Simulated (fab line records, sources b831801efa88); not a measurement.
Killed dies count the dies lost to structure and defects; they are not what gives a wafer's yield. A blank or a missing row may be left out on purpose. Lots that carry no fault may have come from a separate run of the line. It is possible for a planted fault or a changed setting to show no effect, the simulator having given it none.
Chamber matching || flow sky130 || 4 sister chambers for SKY_CONTACT_ETCH_16 on rie diel-04
The step etches BARC in N2/H2, stops on SiO2, time 45.9 s, target depth 60 nm. 8 wafers are shown with their chamber, then 10 later ones without.

== WAFERS WITH THEIR CHAMBER ==
{"wafer": "L077.6", "chamber": 1, "drypump motor current A (A)": 5.8, "throttle valve pct (%)": 13.250}
{"wafer": "L079.4", "chamber": 1, "drypump motor current A (A)": 5.7, "throttle valve pct (%)": 13.215}
{"wafer": "L080.2", "chamber": 2, "drypump motor current A (A)": 6.0, "throttle valve pct (%)": 13.225}
{"wafer": "L084.2", "chamber": 0, "drypump motor current A (A)": 5.6, "throttle valve pct (%)": 13.210}
{"wafer": "L084.4", "chamber": 3, "drypump motor current A (A)": 5.8, "throttle valve pct (%)": 13.222}
{"wafer": "L084.6", "chamber": 2, "drypump motor current A (A)": 6.0, "throttle valve pct (%)": 13.238}
{"wafer": "L087.1", "chamber": 3, "drypump motor current A (A)": 5.8, "throttle valve pct (%)": 13.220}
{"wafer": "L087.2", "chamber": 0, "drypump motor current A (A)": 5.5, "throttle valve pct (%)": 13.225}

== WAFERS WHOSE CHAMBER IS MISSING ==
{"wafer": "L087.3", "drypump motor current A (A)": 5.7, "throttle valve pct (%)": 13.210}
{"wafer": "L090.2", "drypump motor current A (A)": 5.8, "throttle valve pct (%)": 13.216}
{"wafer": "L090.3", "drypump motor current A (A)": 5.6, "throttle valve pct (%)": 13.219}
{"wafer": "L090.5", "drypump motor current A (A)": 5.7, "throttle valve pct (%)": 13.236}
{"wafer": "L093.2", "drypump motor current A (A)": 5.8, "throttle valve pct (%)": 13.216}
{"wafer": "L093.3", "drypump motor current A (A)": 6.0, "throttle valve pct (%)": 13.211}
{"wafer": "L093.5", "drypump motor current A (A)": 5.8, "throttle valve pct (%)": 13.231}
{"wafer": "L097.1", "drypump motor current A (A)": 6.0, "throttle valve pct (%)": 13.223}
{"wafer": "L097.4", "drypump motor current A (A)": 5.6, "throttle valve pct (%)": 13.228}
{"wafer": "L097.5", "drypump motor current A (A)": 5.7, "throttle valve pct (%)": 13.213}

== CHAMBER TAKEN BY EACH ==
{"wafer": "L087.3", "from the rows above": "can't be placed: 1 or 3 or 0", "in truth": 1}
{"wafer": "L090.2", "from the rows above": "can't be placed: 3 or 1", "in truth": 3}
{"wafer": "L090.3", "from the rows above": 0, "in truth": 0}
{"wafer": "L090.5", "from the rows above": "can't be placed: 1 or 3", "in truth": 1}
{"wafer": "L093.2", "from the rows above": "can't be placed: 3 or 1", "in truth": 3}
{"wafer": "L093.3", "from the rows above": 2, "in truth": 2}
{"wafer": "L093.5", "from the rows above": "can't be placed: 3 or 1", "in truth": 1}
{"wafer": "L097.1", "from the rows above": 2, "in truth": 2}
{"wafer": "L097.4", "from the rows above": "can't be placed: 0 or 1", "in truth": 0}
{"wafer": "L097.5", "from the rows above": "can't be placed: 1 or 3 or 0", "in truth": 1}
3 of 10 placed correctly. Not placeable from these rows: 7 (in 7, the candidates include the true chamber). Wrongly placed: 0.
How it was worked out, from the rows above alone: a wafer's distance from a chamber is the root of the sum, over the readings, of the square of ((its reading less the chamber's mean) divided by the reading's scatter). If the next closest chamber is less than 2 further off than the closest, the wafer can't be placed; otherwise it belongs to the closest. The mean given for a chamber averages the wafers shown for that chamber. The scatter is the square root of a quotient: the sum, over the shown wafers, of each reading's squared deviation from its chamber's mean, divided by wafers minus chambers.
